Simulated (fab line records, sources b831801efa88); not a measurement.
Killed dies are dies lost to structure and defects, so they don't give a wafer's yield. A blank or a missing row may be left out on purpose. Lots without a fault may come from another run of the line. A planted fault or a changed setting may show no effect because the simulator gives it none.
Which tool did it? | flow sky130 | 24 lots, 72 wafers sampled, at 6 steps of a route of 708

WHAT THE GAUGES READ, wafer by wafer
SKY_METAL4_OVL_MEAS_14.
lot  | measured     | on         | METAL4_OVL (nm)
L074 | day 41 11:34 | overlay-01 | -2 3 3
L075 | day 42 05:00 | overlay-01 | -8 1 -6
L076 | day 42 05:41 | overlay-01 | 2 0 0
L077 | day 42 18:54 | overlay-01 | -8 -3 -2
L078 | day 43 18:22 | overlay-01 | 0 -1 -5
L079 | day 43 21:10 | overlay-02 | 0 -2 -1
L080 | day 43 21:48 | overlay-01 | 5 -1 7
L081 | day 43 23:30 | overlay-01 | -5 0 0
L082 | day 44 03:15 | overlay-01 | -4 -2 -8
L083 | day 44 09:53 | overlay-01 | 8 6 9
L084 | day 44 23:20 | overlay-02 | -5 5 4
L085 | day 45 06:41 | overlay-02 | 0 1 -1
L086 | day 45 05:41 | overlay-01 | 5 1 -3
L087 | day 45 14:28 | overlay-02 | 4 7 7
L088 | day 45 15:58 | overlay-02 | 0 0 -4
L089 | day 46 08:49 | overlay-02 | -1 0 -11
L090 | day 46 13:02 | overlay-01 | -7 -8 -3
L091 | day 46 15:49 | overlay-01 | 15 0 5
L092 | day 46 17:14 | overlay-02 | 10 3 2
L093 | day 46 17:50 | overlay-01 | -9 5 1
L094 | day 46 22:41 | overlay-01 | 2 8 2
L095 | day 47 03:02 | overlay-01 | 1 2 -2
L097 | day 48 07:37 | overlay-01 | 4 2 7
L096 | day 49 04:34 | overlay-01 | -1 -5 6

WHICH TOOL RAN EACH LOT (tool, then ch and the chambers of the sampled wafers, then the start)
lot  | SKY_DNWELL_STRIP_08                 | SKY_GATE_OXIDE_STRIP_13              | SKY_VIA2_CMP_24               | SKY_CAPM_METAL_ETCH_13            | SKY_CAP2M_SPUTTER_02
L074 | plasma_asher-02 ch 0, day 3 01:41   | plasma_asher-03 ch 0,1, day 13 12:16 | cmp-01 ch 0,2,3, day 36 01:32 | rie_metal-02 ch 0,1, day 37 03:06 | pvd_sputter-01, day 39 09:47
L075 | plasma_asher-04 ch 0,1, day 3 12:21 | plasma_asher-03 ch 0,1, day 14 02:26 | cmp-01 ch 0,1,3, day 36 19:40 | rie_metal-01 ch 0,1, day 37 21:59 | pvd_sputter-03, day 40 04:05
L076 | plasma_asher-02 ch 0,1, day 3 17:13 | plasma_asher-03 ch 0,1, day 14 09:46 | cmp-02 ch 1,2, day 36 20:35   | rie_metal-02 ch 0,1, day 37 23:25 | pvd_sputter-01, day 40 05:05
L077 | plasma_asher-03 ch 0,1, day 3 21:57 | plasma_asher-03 ch 0,1, day 14 20:37 | cmp-01 ch 0,1,3, day 37 10:36 | rie_metal-01 ch 0,1, day 38 13:20 | pvd_sputter-03, day 40 19:11
L078 | plasma_asher-04 ch 0,1, day 4 03:00 | plasma_asher-04 ch 0,1, day 15 03:16 | cmp-01 ch 2,3, day 38 15:39   | rie_metal-01 ch 0,1, day 39 15:41 | pvd_sputter-03, day 41 19:55
L079 | plasma_asher-03 ch 0,1, day 4 07:30 | plasma_asher-01 ch 0,1, day 15 13:02 | cmp-01 ch 0,1,2, day 38 16:21 | rie_metal-04 ch 1, day 39 16:45   | pvd_sputter-01, day 41 22:25
L080 | plasma_asher-04 ch 0, day 4 13:44   | plasma_asher-04 ch 0,1, day 16 05:04 | cmp-01 ch 0,3, day 38 16:30   | rie_metal-02 ch 0, day 39 17:34   | pvd_sputter-03, day 41 23:10
L081 | plasma_asher-02 ch 0,1, day 4 18:10 | plasma_asher-04 ch 0,1, day 16 06:04 | cmp-02 ch 0,3, day 38 18:13   | rie_metal-04 ch 1, day 39 19:24   | pvd_sputter-03, day 42 00:24
L082 | plasma_asher-03 ch 0,1, day 4 22:51 | plasma_asher-04 ch 0,1, day 16 14:24 | cmp-01 ch 0,1, day 38 22:44   | rie_metal-04 ch 1, day 39 23:43   | pvd_sputter-04, day 42 04:11
L083 | plasma_asher-02 ch 0,1, day 5 07:14 | plasma_asher-04 ch 0,1, day 16 23:25 | cmp-02 ch 1,2,3, day 39 07:44 | rie_metal-04 ch 0,1, day 40 07:55 | pvd_sputter-04, day 42 11:46
L084 | plasma_asher-03 ch 0,1, day 5 11:38 | plasma_asher-03 ch 0,1, day 17 10:44 | cmp-02 ch 0,1,3, day 39 20:05 | rie_metal-02 ch 0,1, day 40 21:28 | pvd_sputter-03, day 43 01:11
L085 | plasma_asher-02 ch 0,1, day 5 20:53 | plasma_asher-01 ch 0,1, day 17 22:55 | cmp-02 ch 1,2,3, day 40 06:15 | rie_metal-02 ch 0,1, day 41 06:09 | pvd_sputter-01, day 43 08:34
L086 | plasma_asher-03 ch 0,1, day 5 21:13 | plasma_asher-03 ch 0,1, day 17 20:22 | cmp-02 ch 1,2, day 40 04:31   | rie_metal-04 ch 0, day 41 04:22   | pvd_sputter-04, day 43 07:54
L087 | plasma_asher-03 ch 0, day 6 03:41   | plasma_asher-03 ch 0,1, day 18 12:01 | cmp-01 ch 1,2, day 40 15:00   | rie_metal-01 ch 0,1, day 41 16:07 | pvd_sputter-03, day 43 18:11
L088 | plasma_asher-03 ch 0,1, day 6 07:07 | plasma_asher-04 ch 0, day 18 12:12   | cmp-01 ch 1,2, day 40 15:41   | rie_metal-04 ch 1, day 41 17:30   | pvd_sputter-03, day 43 19:38
L089 | plasma_asher-04 ch 0,1, day 6 19:43 | plasma_asher-04 ch 0,1, day 19 13:04 | cmp-01 ch 1,2, day 41 11:01   | rie_metal-01 ch 0,1, day 42 11:04 | pvd_sputter-04, day 44 13:04
L090 | plasma_asher-04 ch 0,1, day 7 01:34 | plasma_asher-01 ch 0,1, day 19 23:25 | cmp-02 ch 0,2,3, day 41 17:00 | rie_metal-02 ch 0,1, day 42 16:54 | pvd_sputter-03, day 44 19:32
L091 | plasma_asher-02 ch 1, day 7 01:55   | plasma_asher-04 ch 0,1, day 20 00:01 | cmp-02 ch 0,2,3, day 41 22:19 | rie_metal-01 ch 0,1, day 42 22:06 | pvd_sputter-04, day 44 23:40
L092 | plasma_asher-02 ch 0,1, day 7 07:19 | plasma_asher-04 ch 0,1, day 20 12:40 | cmp-02 ch 0,3, day 42 01:26   | rie_metal-04 ch 0,1, day 43 01:18 | pvd_sputter-03, day 45 03:13
L093 | plasma_asher-02 ch 0,1, day 7 10:50 | plasma_asher-03 ch 1, day 20 13:45   | cmp-01 ch 0,2,3, day 42 03:16 | rie_metal-04 ch 1, day 43 02:12   | pvd_sputter-01, day 45 04:17
L094 | plasma_asher-04 ch 0,1, day 7 16:13 | plasma_asher-01 ch 0,1, day 21 00:54 | cmp-01 ch 0,1,3, day 42 10:38 | rie_metal-02 ch 0,1, day 43 10:21 | pvd_sputter-04, day 45 09:55
L095 | plasma_asher-02 ch 0,1, day 7 22:50 | plasma_asher-01 ch 0,1, day 21 06:42 | cmp-01 ch 0,1,3, day 42 16:40 | rie_metal-02 ch 0,1, day 43 16:04 | pvd_sputter-03, day 45 16:53
L097 | plasma_asher-03 ch 0,1, day 8 21:14 | plasma_asher-03 ch 0,1, day 22 15:57 | cmp-01 ch 0,1,2, day 43 16:17 | rie_metal-02 ch 1, day 44 15:39   | pvd_sputter-04, day 46 16:56
L096 | plasma_asher-04 ch 0,1, day 8 21:25 | plasma_asher-04 ch 0,1, day 22 20:31 | cmp-02 ch 1,2, day 44 18:00   | rie_metal-04 ch 0,1, day 45 15:24 | pvd_sputter-04, day 47 14:23
- SKY_DNWELL_STRIP_08: strips in O2/N2.
- SKY_GATE_OXIDE_STRIP_13: strips in O2/N2.
- SKY_VIA2_CMP_24: polishes, stops on SiO2, t overpolish 20 s, target thk 0 nm.
- SKY_CAPM_METAL_ETCH_13: etches TiN in Cl2/BCl3, stops on SiO2, target depth 220 nm, time 62.9 s.
- SKY_CAP2M_SPUTTER_02: material TiN, target thk 200 nm, time 166.7 s.

WHAT THE TOOLS THEMSELVES READ (means of the sampled wafers that have a number; where no wafer has one, the mark that the record gives instead)
SKY_DNWELL_STRIP_08.
lot  | tool            | drypump_motor_current_A (A) | oes_product_au (a.u.) | strip_time_to_endpoint_s (s)
L074 | plasma_asher-02 | 6.1                         | 0.727                 | 37.01
L075 | plasma_asher-04 | 5.3                         | 0.720                 | 37.00
L076 | plasma_asher-02 | 6.2                         | 0.724                 | 37.07
L077 | plasma_asher-03 | 5.7                         | 0.723                 | 36.88
L078 | plasma_asher-04 | 5.3                         | 0.723                 | 37.02
L079 | plasma_asher-03 | 6.1                         | 0.720                 | 37.14
L080 | plasma_asher-04 | 5.1                         | 0.721                 | 36.89
L081 | plasma_asher-02 | 6.2                         | 0.722                 | 36.91
L082 | plasma_asher-03 | 5.8                         | 0.721                 | 37.02
L083 | plasma_asher-02 | 6.1                         | 0.722                 | 36.91
L084 | plasma_asher-03 | 6.1                         | 0.720                 | 37.25
L085 | plasma_asher-02 | 6.1                         | 0.720                 | 37.11
L086 | plasma_asher-03 | 6.1                         | 0.721                 | 36.96
L087 | plasma_asher-03 | 5.4                         | 0.717                 | 37.01
L088 | plasma_asher-03 | 6.1                         | 0.721                 | 36.87
L089 | plasma_asher-04 | 5.4                         | 0.726                 | 37.02
L090 | plasma_asher-04 | 5.3                         | 0.722                 | 36.90
L091 | plasma_asher-02 | 6.2                         | 0.726                 | 36.93
L092 | plasma_asher-02 | 6.2                         | 0.722                 | 36.99
L093 | plasma_asher-02 | 6.2                         | 0.727                 | 36.92
L094 | plasma_asher-04 | 5.4                         | 0.725                 | 36.98
L095 | plasma_asher-02 | 6.2                         | 0.717                 | 36.96
L097 | plasma_asher-03 | 6.1                         | 0.720                 | 36.76
L096 | plasma_asher-04 | 5.3                         | 0.724                 | 37.03

SKY_GATE_OXIDE_STRIP_13.
lot  | tool            | drypump_motor_current_A (A) | oes_product_au (a.u.) | strip_time_to_endpoint_s (s)
L074 | plasma_asher-03 | 6.1                         | 0.715                 | 14.21
L075 | plasma_asher-03 | 5.8                         | 0.714                 | 14.22
L076 | plasma_asher-03 | 5.8                         | 0.722                 | 14.24
L077 | plasma_asher-03 | 5.7                         | 0.714                 | 14.10
L078 | plasma_asher-04 | 5.3                         | 0.711                 | 14.10
L079 | plasma_asher-01 | 5.8                         | 0.714                 | 14.21
L080 | plasma_asher-04 | 5.4                         | 0.717                 | 14.23
L081 | plasma_asher-04 | 5.4                         | 0.712                 | 14.16
L082 | plasma_asher-04 | 5.3                         | 0.717                 | 14.19
L083 | plasma_asher-04 | 5.3                         | 0.717                 | 14.20
L084 | plasma_asher-03 | 6.1                         | 0.716                 | 14.21
L085 | plasma_asher-01 | 6.0                         | 0.717                 | 14.19
L086 | plasma_asher-03 | 6.1                         | 0.715                 | 14.12
L087 | plasma_asher-03 | 6.1                         | 0.712                 | 14.12
L088 | plasma_asher-04 | 5.1                         | 0.718                 | 14.21
L089 | plasma_asher-04 | 5.4                         | 0.720                 | 14.14
L090 | plasma_asher-01 | 5.8                         | 0.714                 | 14.20
L091 | plasma_asher-04 | 5.3                         | 0.718                 | 14.14
L092 | plasma_asher-04 | 5.4                         | 0.719                 | 14.18
L093 | plasma_asher-03 | 6.4                         | 0.714                 | 14.21
L094 | plasma_asher-01 | 6.1                         | 0.718                 | 14.18
L095 | plasma_asher-01 | 5.8                         | 0.719                 | 14.17
L097 | plasma_asher-03 | 6.1                         | 0.714                 | 14.20
L096 | plasma_asher-04 | 5.2                         | 0.715                 | 14.24

SKY_VIA2_CMP_24.
lot  | tool   | motor_current_A (A) | overpolish_run_s (s) | time_to_endpoint_s (s)
L074 | cmp-01 | 12.3                | 19.998               | 98
L075 | cmp-01 | 12.8                | 19.999               | 97
L076 | cmp-02 | 10.9                | 20.002               | 102
L077 | cmp-01 | 12.3                | 19.994               | 103
L078 | cmp-01 | 12.3                | 19.996               | 101
L079 | cmp-01 | 12.5                | 20.006               | 98
L080 | cmp-01 | 12.4                | 20.009               | 106
L081 | cmp-02 | 12.1                | 19.997               | 103
L082 | cmp-01 | 13.1                | 20.005               | 100
L083 | cmp-02 | 11.2                | 20.001               | 101
L084 | cmp-02 | 11.7                | 19.991               | 100
L085 | cmp-02 | 11.1                | 19.992               | 99
L086 | cmp-02 | 10.7                | 19.996               | 96
L087 | cmp-01 | 11.7                | 20.005               | 102
L088 | cmp-01 | 12.2                | 20.002               | 106
L089 | cmp-01 | 11.3                | 19.995               | 101
L090 | cmp-02 | 11.8                | 19.997               | 100
L091 | cmp-02 | 11.5                | 20.003               | 105
L092 | cmp-02 | 12.0                | 20.010               | 104
L093 | cmp-01 | 12.8                | 20.001               | 100
L094 | cmp-01 | 12.3                | 20.000               | 106
L095 | cmp-01 | 12.9                | 20.002               | 99
L097 | cmp-01 | 12.4                | 20.004               | 98
L096 | cmp-02 | 10.3                | 20.003               | 105

SKY_CAPM_METAL_ETCH_13.
lot  | tool         | drypump_motor_current_A (A) | oes_product_au (a.u.) | throttle_valve_pct (%)
L074 | rie_metal-02 | 5.9                         | 0.938                 | 21.913
L075 | rie_metal-01 | 5.7                         | 0.937                 | 21.901
L076 | rie_metal-02 | 5.9                         | 0.945                 | 21.898
L077 | rie_metal-01 | 5.8                         | 0.929                 | 21.911
L078 | rie_metal-01 | 5.8                         | 0.947                 | 21.898
L079 | rie_metal-04 | 5.3                         | 0.945                 | 21.895
L080 | rie_metal-02 | 6.3                         | 0.946                 | 21.896
L081 | rie_metal-04 | 5.4                         | 0.940                 | 21.898
L082 | rie_metal-04 | 5.4                         | 0.944                 | 21.893
L083 | rie_metal-04 | 5.4                         | 0.950                 | 21.895
L084 | rie_metal-02 | 5.9                         | 0.935                 | 21.910
L085 | rie_metal-02 | 6.1                         | 0.946                 | 21.897
L086 | rie_metal-04 | 5.4                         | 0.933                 | 21.904
L087 | rie_metal-01 | 5.8                         | 0.932                 | 21.909
L088 | rie_metal-04 | 5.4                         | 0.939                 | 21.909
L089 | rie_metal-01 | 5.7                         | 0.942                 | 21.903
L090 | rie_metal-02 | 6.1                         | 0.929                 | 21.909
L091 | rie_metal-01 | 5.9                         | 0.941                 | 21.906
L092 | rie_metal-04 | 5.4                         | 0.939                 | 21.901
L093 | rie_metal-04 | 5.4                         | 0.941                 | 21.908
L094 | rie_metal-02 | 6.1                         | 0.942                 | 21.904
L095 | rie_metal-02 | 5.9                         | 0.938                 | 21.896
L097 | rie_metal-02 | 5.7                         | 0.942                 | 21.893
L096 | rie_metal-04 | 5.4                         | 0.947                 | 21.911

SKY_CAP2M_SPUTTER_02.
lot  | tool           | substrate_temp_c (C) | throttle_valve_pct (%)
L074 | pvd_sputter-01 | 300.12               | 30.0
L075 | pvd_sputter-03 | 299.99               | 30.5
L076 | pvd_sputter-01 | 300.22               | 29.7
L077 | pvd_sputter-03 | 300.19               | 30.0
L078 | pvd_sputter-03 | 299.80               | 31.4
L079 | pvd_sputter-01 | 299.90               | 30.1
L080 | pvd_sputter-03 | 299.82               | 30.7
L081 | pvd_sputter-03 | 299.80               | 31.5
L082 | pvd_sputter-04 | 300.13               | 30.6
L083 | pvd_sputter-04 | 299.98               | 30.4
L084 | pvd_sputter-03 | 300.32               | 30.2
L085 | pvd_sputter-01 | 300.04               | 30.0
L086 | pvd_sputter-04 | 299.78               | 30.0
L087 | pvd_sputter-03 | 299.95               | 32.2
L088 | pvd_sputter-03 | 299.98               | 31.5
L089 | pvd_sputter-04 | 299.99               | 29.6
L090 | pvd_sputter-03 | 299.80               | 30.7
L091 | pvd_sputter-04 | 299.78               | 30.2
L092 | pvd_sputter-03 | 300.04               | 31.4
L093 | pvd_sputter-01 | 300.01               | 30.1
L094 | pvd_sputter-04 | 300.04               | 30.4
L095 | pvd_sputter-03 | 300.10               | 31.9
L097 | pvd_sputter-04 | 300.13               | 29.6
L096 | pvd_sputter-04 | 300.20               | 30.3

THE ANSWER, worked out from the rows above alone
Rule: what is usual is taken from the lots themselves. Put in order of their means at a reading, lots are off if they are a third of the lots or fewer, leave a main group of 4 or more, and stand apart from it by a gap of 3 or more times the standard deviation of the main group's means; of several such gaps the widest counts. A main group whose means are all the same, to the digits that the tables above print for the reading, isn't used. A lot without any number at a reading at which 4 lots or more have one is off too. The other lots that the step has rows for count as sound. The gauges are gone through in route order, then the tools' own readings, and for those a lot's mean is taken as printed above. The first step at which some lot is off is used, and at that step the reading that is off furthest; a lot without a number counts as furthest.
No lot is off at any reading shown: from this, nothing can be told.

WHAT THE SIMULATOR HAD PUT IN
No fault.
